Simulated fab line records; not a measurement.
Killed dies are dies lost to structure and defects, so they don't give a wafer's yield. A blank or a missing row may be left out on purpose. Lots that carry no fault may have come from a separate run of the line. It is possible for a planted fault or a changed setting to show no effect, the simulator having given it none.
What tool caused it? :: flow gf180mcu :: Sampling: 6 lots, 18 wafers, 2 of 602 route steps

WHAT THE GAUGES READ, wafer by wafer
GF_DUAL_GATE_THK_MEAS_03.
lot: L236
measured: day 8 06:20
on: filmMetro-02
DUAL_GATE_OXIDATION_00_THK (nm): 10.87 10.98 10.70

lot: L241
measured: day 9 18:47
on: filmMetro-01
DUAL_GATE_OXIDATION_00_THK (nm): 10.64 10.75 10.78

lot: L247
measured: day 11 09:15
on: filmMetro-02
DUAL_GATE_OXIDATION_00_THK (nm): 10.95 11.09 11.06

lot: L250
measured: day 12 02:01
on: filmMetro-03
DUAL_GATE_OXIDATION_00_THK (nm): 10.68 10.73 10.75

lot: L254
measured: day 13 05:37
on: filmMetro-03
DUAL_GATE_OXIDATION_00_THK (nm): 10.62 10.76 10.60

lot: L257
measured: day 14 01:05
on: filmMetro-03
DUAL_GATE_OXIDATION_00_THK (nm): 10.80 10.76 10.83

WHICH TOOL RAN EACH LOT (tool, then ch and the chambers of the sampled wafers, then the start)
lot: L236
GF_VT_IMPLANT_STRIP_31: plasmaAsher-02 ch 0,1, day 7 11:59

lot: L241
GF_VT_IMPLANT_STRIP_31: plasmaAsher-01 ch 1, day 8 20:43

lot: L247
GF_VT_IMPLANT_STRIP_31: plasmaAsher-02 ch 0,1, day 10 11:46

lot: L250
GF_VT_IMPLANT_STRIP_31: plasmaAsher-01 ch 0,1, day 11 04:23

lot: L254
GF_VT_IMPLANT_STRIP_31: plasmaAsher-04 ch 0,1, day 12 07:38

lot: L257
GF_VT_IMPLANT_STRIP_31: plasmaAsher-02 ch 0,1, day 13 02:19
- GF_VT_IMPLANT_STRIP_31: strips in O2/N2.

THE ANSWER, worked out from the rows above alone
Rule: usual is defined by the lots themselves. Put in order of their means at a reading, lots are off if they are a third of the lots or fewer, leave a main group of 4 or more, and stand apart from it by a gap of 3 or more times the standard deviation of the main group's means; of several such gaps the widest counts. The tables above print the reading to a certain number of digits; a main group whose means all agree to those digits is not used. Also off: a lot with no number at a reading for which 4 or more lots have one. The other lots that the step has rows for count as sound.
None of the lots is off at any reading shown; this tells nothing.

WHAT THE SIMULATOR PUT IN
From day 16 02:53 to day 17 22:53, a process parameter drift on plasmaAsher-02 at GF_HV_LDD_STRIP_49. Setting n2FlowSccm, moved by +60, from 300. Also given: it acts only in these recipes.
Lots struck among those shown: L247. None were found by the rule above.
